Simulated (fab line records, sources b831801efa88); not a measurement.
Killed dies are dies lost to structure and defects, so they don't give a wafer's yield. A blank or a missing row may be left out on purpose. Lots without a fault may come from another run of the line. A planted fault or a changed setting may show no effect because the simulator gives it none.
fab line records | flow gf180mcu
record lots=6 wafers=18 last_day=34
route steps=602 shown V5@564 TOP_METAL@567
lots that met no fault: from a run of the same line without faults
start_h: hours from the record's first day to the start of the lot's first wafer shown | wait_h: hours since the lot's step before | " the same as in the row above | L1.1+2: a row that stands for several wafers | - no value, or no start given | * or withheld: withheld | < > ~ a bound
route shown NAME@n: a module of which the file shows steps, and the number in the route of the first | usual: mean/standard deviation of fault-free wafers | same: alike in all rows | chamber/n: place in a boat | sites: the reading at each site | _std_site: their standard deviation | _edge_site: outer sites' mean less inner sites' | radius_mm: how far each site lies from the wafer's centre | mask NAME#n: copy n | behind: the tool/chamber that last shaped the wafer | hold: why the lot was held/for how many hours/how that ended | device: the transistor (n, p or np) that didn't switch | end of line: the same wafers' tests at the end of the route | a step without rows: its recipe alone | killed: dies lost to structure and defects at the first sort, not the wafer's yield | map: a wafer's dies, x killed, . not, _ none there
set.NAME: the setting as run; set.NAME@STEP: as run at that earlier step | model.NAME: the simulator's own value behind a step, which no gauge read
lots at some steps of the route; a table a step, a row a wafer
services: from which hour (start_h, from the record's first day; less than 0 if before it) a tool's chamber was out of use, for how many hours, and why
## steps
# step GF_V5_RS_MEAS_24
# recipe thk_meas_gauge=four-point-probe reads=W_of_V5_CVD_23+TiN_of_V5_SPUTTER_22+Ti_of_V5_SPUTTER_21
# usual V5_W_RS=0.325/0.0053
# columns lot.wafer tool chamber start_h wait_h V5_W_RS[ohm/sq]
L962.2 film_metro-03 - 636.33 0.1 0.321
L962.3 " - " " 0.318
L962.6 " - " " 0.322
L963.2 film_metro-03 - 648.47 0.1 0.332
L963.3 " - " " 0.321
L963.6 " - " " 0.320
L964.2 film_metro-03 - 654.48 0.1 0.334
L964.4 " - " " 0.319
L964.5 " - " " 0.331
L967.1 film_metro-04 - 676.71 0.1 0.319
L967.4 " - " " 0.323
L967.6 " - " " 0.327
L982.1 film_metro-03 - 776.59 0.1 0.327
L982.4 " - " " 0.322
L982.6 " - " " 0.325
L984.3 film_metro-04 - 782.34 0.1 0.323
L984.4 " - " " 0.330
L984.5 " - " " 0.329
# step GF_V5_THK_MEAS_25
# recipe thk_meas_gauge=xrf reads=W_of_V5_CVD_23
# usual V5_W_THK=360/6.4
# columns lot.wafer tool chamber start_h wait_h V5_W_THK[nm]
L962.2 film_metro-03 - 636.44 0.1 359
L962.3 " - " " 363
L962.6 " - " " 357
L963.2 film_metro-03 - 648.58 0.1 348
L963.3 " - " " 364
L963.6 " - " " 363
L964.2 film_metro-03 - 654.59 0.1 348
L964.4 " - " " 366
L964.5 " - " " 352
L967.1 film_metro-04 - 676.83 0.1 370
L967.4 " - " " 364
L967.6 " - " " 362
L982.1 film_metro-03 - 776.71 0.1 356
L982.4 " - " " 362
L982.6 " - " " 354
L984.3 film_metro-04 - 782.44 0.1 363
L984.4 " - " " 355
L984.5 " - " " 354
# step GF_V5_CMP_26
# recipe stop_on=SiO2 down_force_psi=3.5 platen_rpm=60 t_overpolish_s=15 target_thk_nm=0 pad_velocity_m_s=0.94248
# usual motor_current_A=10.6/0.93 overpolish_run_s=15.000/0.0087 time_to_endpoint_s=87/4.6
# columns lot.wafer tool chamber start_h wait_h motor_current_A overpolish_run_s time_to_endpoint_s
L962.2 cmp-02 2 636.54 0.1 10.7 14.997 91
L962.3 " 0 " " 11.3 14.992 92
L962.6 " 2 " " 10.5 15.016 94
L963.3 cmp-02 3 648.68 0.1 11.4 14.989 80
L963.2 " 0 " " 11.7 14.997 85
L963.6 " 3 " " 11.0 14.984 80
L964.4 cmp-01 0 654.64 0.0 9.9 15.010 80
L964.2 " 3 " " 10.4 14.999 78
L964.5 " 1 " " 11.4 14.995 86
L967.1 cmp-01 1 676.99 0.1 11.3 14.988 90
L967.4 " 2 " " 11.2 15.005 86
L967.6 " 0 " " 9.4 14.980 83
L982.1 cmp-02 0 776.77 0.1 11.4 14.995 95
L982.4 " 2 " " 11.1 15.003 92
L982.6 " 0 " " 11.5 14.999 92
L984.3 cmp-01 1 782.53 0.1 11.3 15.002 86
L984.4 " 3 " " 10.5 15.012 88
L984.5 " 1 " " 11.3 14.996 87
# step GF_TOP_METAL_SPUTTER_00
# recipe material=Ti target_thk_nm=37.5 arriving_ion_energy_ev=80 substrate_temp_c=200 chamber_pressure_pa=2 power_w=4000 time_s=150
# step GF_TOP_METAL_SPUTTER_01
# recipe material=TiN target_thk_nm=30 power_w=6500 time_s=25 chamber_pressure_pa=0.4
# usual throttle_valve_pct=29.7/0.86
# columns lot.wafer tool chamber start_h wait_h throttle_valve_pct
L962.2 pvd_sputter-01 - 636.89 0.1 29.0
L962.3 " - " " 30.4
L962.6 " - " " 29.1
L963.2 pvd_sputter-03 - 649.03 0.1 30.2
L963.3 " - " " 29.1
L963.6 " - " " 30.5
L964.2 pvd_sputter-01 - 655.04 0.1 28.9
L964.4 " - " " 29.5
L964.5 " - " " 30.4
L967.1 pvd_sputter-03 - 677.29 0.1 30.0
L967.4 " - " " 29.1
L967.6 " - " " 29.8
L982.1 pvd_sputter-03 - 777.17 0.1 31.1
L982.4 " - " " 30.0
L982.6 " - " " 29.9
L984.3 pvd_sputter-04 - 782.88 0.1 29.4
L984.4 " - " " 30.6
L984.5 " - " " 29.3
# step GF_TOP_METAL_SPUTTER_02
# recipe material=AlCu target_thk_nm=900 power_w=10600 chamber_pressure_pa=0.3 substrate_temp_c=250 gas=Ar time_s=47.19
# usual throttle_valve_pct=29.7/0.85
# columns lot.wafer tool chamber start_h wait_h throttle_valve_pct
L962.2 pvd_sputter-01 - 636.92 0.0 28.9
L962.3 " - " " 30.3
L962.6 " - " " 29.0
L963.2 pvd_sputter-03 - 649.06 0.0 30.3
L963.3 " - " " 29.2
L963.6 " - " " 30.1
L964.2 pvd_sputter-01 - 655.07 0.0 28.7
L964.4 " - " " 29.4
L964.5 " - " " 30.2
L967.1 pvd_sputter-03 - 677.33 0.0 30.2
L967.4 " - " " 29.5
L967.6 " - " " 30.1
L982.1 pvd_sputter-03 - 777.20 0.0 31.4
L982.4 " - " " 29.9
L982.6 " - " " 29.8
L984.3 pvd_sputter-04 - 782.91 0.0 29.3
L984.4 " - " " 30.6
L984.5 " - " " 29.3
# step GF_TOP_METAL_SPUTTER_03
# recipe material=Ti target_thk_nm=5 substrate_temp_c=300 chamber_pressure_pa=0.3 power_w=3000 time_s=3.3
# usual throttle_valve_pct=29.7/0.84
# columns lot.wafer tool chamber start_h wait_h throttle_valve_pct
L962.2 pvd_sputter-01 - 636.97 0.0 28.8
L962.3 " - " " 30.3
L962.6 " - " " 29.1
L963.2 pvd_sputter-03 - 649.10 0.0 30.3
L963.3 " - " " 29.3
L963.6 " - " " 30.2
L964.2 pvd_sputter-01 - 655.12 0.0 29.0
L964.4 " - " " 29.4
L964.5 " - " " 30.3
L967.1 pvd_sputter-03 - 677.37 0.0 30.1
L967.4 " - " " 28.9
L967.6 " - " " 29.9
L982.1 pvd_sputter-03 - 777.24 0.0 31.3
L982.4 " - " " 29.9
L982.6 " - " " 29.8
L984.3 pvd_sputter-04 - 782.95 0.0 29.1
L984.4 " - " " 30.7
L984.5 " - " " 29.3
# step GF_TOP_METAL_SPUTTER_04
# recipe material=TiN target_thk_nm=25 power_w=6500 time_s=20.8 chamber_pressure_pa=0.4
# usual throttle_valve_pct=29.7/0.81
# columns lot.wafer tool chamber start_h wait_h throttle_valve_pct
L962.2 pvd_sputter-01 - 636.98 0.0 28.8
L962.3 " - " " 30.8
L962.6 " - " " 29.2
L963.2 pvd_sputter-03 - 649.12 0.0 30.3
L963.3 " - " " 29.1
L963.6 " - " " 30.4
L964.2 pvd_sputter-01 - 655.13 0.0 29.1
L964.4 " - " " 29.5
L964.5 " - " " 30.4
L967.1 pvd_sputter-03 - 677.39 0.0 30.2
L967.4 " - " " 29.2
L967.6 " - " " 30.1
L982.1 pvd_sputter-03 - 777.26 0.0 30.9
L982.4 " - " " 30.1
L982.6 " - " " 29.8
L984.3 pvd_sputter-04 - 782.97 0.0 29.4
L984.4 " - " " 30.6
L984.5 " - " " 29.2
# step GF_TOP_METAL_RS_MEAS_05
# recipe thk_meas_gauge=four-point-probe reads=TiN_of_TOP_METAL_SPUTTER_04+Ti_of_TOP_METAL_SPUTTER_03+AlCu_of_TOP_METAL_SPUTTER_02+TiN_of_TOP_METAL_SPUTTER_01+Ti_of_TOP_METAL_SPUTTER_00
# usual TOP_METAL_ALCU_RS=0.0331/0.00043
# columns lot.wafer tool chamber start_h wait_h TOP_METAL_ALCU_RS[ohm/sq]
L962.2 film_metro-01 - 637.03 0.0 0.0331
L962.3 " - " " 0.0337
L962.6 " - " " 0.0329
L963.2 film_metro-01 - 649.17 0.0 0.0329
L963.3 " - " " 0.0338
L963.6 " - " " 0.0329
L964.2 film_metro-02 - 655.18 0.0 0.0327
L964.4 " - " " 0.0331
L964.5 " - " " 0.0338
L967.1 film_metro-01 - 677.42 0.0 0.0326
L967.4 " - " " 0.0330
L967.6 " - " " 0.0334
L982.1 film_metro-03 - 777.29 0.0 0.0328
L982.4 " - " " 0.0336
L982.6 " - " " 0.0335
L984.3 film_metro-03 - 783.04 0.1 0.0335
L984.4 " - " " 0.0338
L984.5 " - " " 0.0332
# step GF_TOP_METAL_THK_MEAS_06
# recipe thk_meas_gauge=xrf reads=AlCu_of_TOP_METAL_SPUTTER_02
# usual TOP_METAL_ALCU_THK=879/13
# columns lot.wafer tool chamber start_h wait_h TOP_METAL_ALCU_THK[nm]
L962.2 film_metro-01 - 637.14 0.1 881
L962.3 " - " " 863
L962.6 " - " " 881
L963.2 film_metro-01 - 649.28 0.1 885
L963.3 " - " " 861
L963.6 " - " " 881
L964.2 film_metro-02 - 655.29 0.1 889
L964.4 " - " " 880
L964.5 " - " " 864
L967.1 film_metro-01 - 677.54 0.1 885
L967.4 " - " " 875
L967.6 " - " " 862
L982.1 film_metro-03 - 777.41 0.1 890
L982.4 " - " " 866
L982.6 " - " " 868
L984.3 film_metro-03 - 783.14 0.1 874
L984.4 " - " " 862
L984.5 " - " " 874
# step GF_TOP_METAL_DEHYDRATE_07
# recipe temp_c=200 time_s=60
# step GF_TOP_METAL_HMDS_08
# recipe prime_time_s=60 prime_temp_c=120
# step GF_TOP_METAL_COAT_09
# recipe resist=NOVOLAK spin_rpm=3000 resist_thk_nm=1500
# usual spin_speed_rpm=3000.0/1.9
# columns lot.wafer tool chamber start_h wait_h spin_speed_rpm model.NOVOLAK_of_TOP_METAL_COAT_09.thk_nm
L962.2 litho_track-03 0 646.63 0.1 3004.7 1502
L962.3 " 0 " " 3003.2 1498
L962.6 " 0 " " 3004.6 1501
L963.2 litho_track-01 0 658.62 0.1 3001.1 1496
L963.3 " 0 " " 2997.9 1498
L963.6 " 0 " " 2998.0 1497
L964.2 litho_track-03 0 664.18 0.1 2998.4 1505
L964.4 " 0 " " 2999.3 1499
L964.5 " 0 " " 3002.5 1500
L967.1 litho_track-02 0 686.39 0.1 2999.9 1509
L967.4 " 0 " " 3001.2 1506
L967.6 " 0 " " 3002.1 1503
L982.1 litho_track-01 0 784.19 0.1 3037.8 1497
L982.4 " 0 " " 3042.1 1492
L982.6 " 0 " " 3042.4 1497
L984.3 litho_track-01 0 790.49 0.1 3038.6 1486
L984.4 " 0 " " 3032.4 1484
L984.5 " 0 " " 3039.6 1488
# step GF_TOP_METAL_SOFTBAKE_10
# recipe temp_c=90 time_s=60 resist=NOVOLAK
# step GF_TOP_METAL_EXPOSE_11
# recipe mask_id=MetalTop target_cd_nm=440 na=0.6 source_shape=conventional sigma_outer=0.6 dose_mj=170
# step GF_TOP_METAL_PEB_12
# recipe temp_c=withheld time_s=* resist=NOVOLAK
# step GF_TOP_METAL_DEVELOP_13
# recipe develop_time_s=60 dev_temp_c=23
# columns lot.wafer tool chamber start_h wait_h model.NOVOLAK_of_TOP_METAL_COAT_09.thk_nm
L962.2 litho_track-02 0 656.17 0.1 1501
L962.3 " 0 " " 1497
L962.6 " 0 " " 1500
L963.2+6 litho_track-03 0 667.78 0.1 1496
L963.3 " 0 " " 1497
L964.2 litho_track-01 0 674.47 0.1 1505
L964.4 " 0 " " 1498
L964.5 " 0 " " 1500
L967.1 litho_track-01 0 696.14 0.1 1509
L967.4 " 0 " " 1506
L967.6 " 0 " " 1502
L982.1 litho_track-03 0 791.80 0.1 1496
L982.4 " 0 " " 1492
L982.6 " 0 " " 1497
L984.3 litho_track-02 0 798.09 0.1 1486
L984.4 " 0 " " 1483
L984.5 " 0 " " 1488
# step GF_TOP_METAL_CD_MEAS_14
# recipe target_cd_nm=440
# usual cd_nm=440.5/2.5
# columns lot.wafer tool chamber start_h wait_h cd_nm
L962.2 cd_sem-01 - 656.31 0.1 440.9
L962.3 " - " " 439.3
L962.6 " - " " 441.0
L963.2 cd_sem-01 - 667.92 0.1 442.6
L963.3 " - " " 439.5
L963.6 " - " " 440.2
L964.2 cd_sem-02 - 674.62 0.1 439.8
L964.4 " - " " 440.1
L964.5 " - " " 439.9
L967.1 cd_sem-01 - 696.29 0.1 446.5
L967.4 " - " " 441.4
L967.6 " - " " 444.6
L982.1 cd_sem-02 - 791.95 0.1 438.4
L982.4 " - " " 439.1
L982.6 " - " " 440.0
L984.3 cd_sem-01 - 798.23 0.1 434.2
L984.4 " - " " 436.1
L984.5 " - " " 436.4
## services
# columns tool chamber start_h hours kind
cmp-01 - 629.81 1.6 repair
cmp-02 - 630.82 0.3 repair
cmp-01 - 659.41 7.4 repair
pvd_sputter-04 2 684.76 - consumable_replace:kit
pvd_sputter-04 2 684.76 18.0 scheduled_down
pvd_sputter-04 2 684.76 18.0 vent_cycle
pvd_sputter-03 0 703.02 - consumable_replace:kit
pvd_sputter-03 0 703.02 18.0 scheduled_down
pvd_sputter-03 0 703.02 18.0 vent_cycle
cmp-01 - 744.05 4.0 pm
cmp-01 - 748.05 - consumable_replace:conditioner
cmp-01 - 748.05 - consumable_replace:pad
cmp-01 - 754.22 1.0 repair
cmp-01 - 771.97 1.0 repair
pvd_sputter-04 - 776.71 2.9 repair
pvd_sputter-03 3 787.54 - consumable_replace:kit
pvd_sputter-03 3 787.54 18.0 scheduled_down
pvd_sputter-03 3 787.54 18.0 vent_cycle
## key
first_sign step=GF_TOP_METAL_COAT_09 reading=spin_speed_rpm direction=up sigmas=20 usual=* struck=*
effect none on later readings
model_effect step=GF_TOP_METAL_COAT_09 value=NOVOLAK_of_TOP_METAL_COAT_09.thk_nm without=1501 struck=1491
model_effect step=GF_TOP_METAL_DEVELOP_13 value=NOVOLAK_of_TOP_METAL_COAT_09.thk_nm without=1500 struck=1490
met_at GF_TOP_METAL_COAT_09
struck_wafers L982.1,L982.4,L982.6,L984.3,L984.4,L984.5
onset_between 658.62 784.19
fault kind=process_parameter_drift tool=litho_track-01 chamber=- onset_h=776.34 steps=GF_TOP_METAL_COAT_09 channel=spin_rpm offset=* shape=step end_h=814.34 acts_in=* stated=*
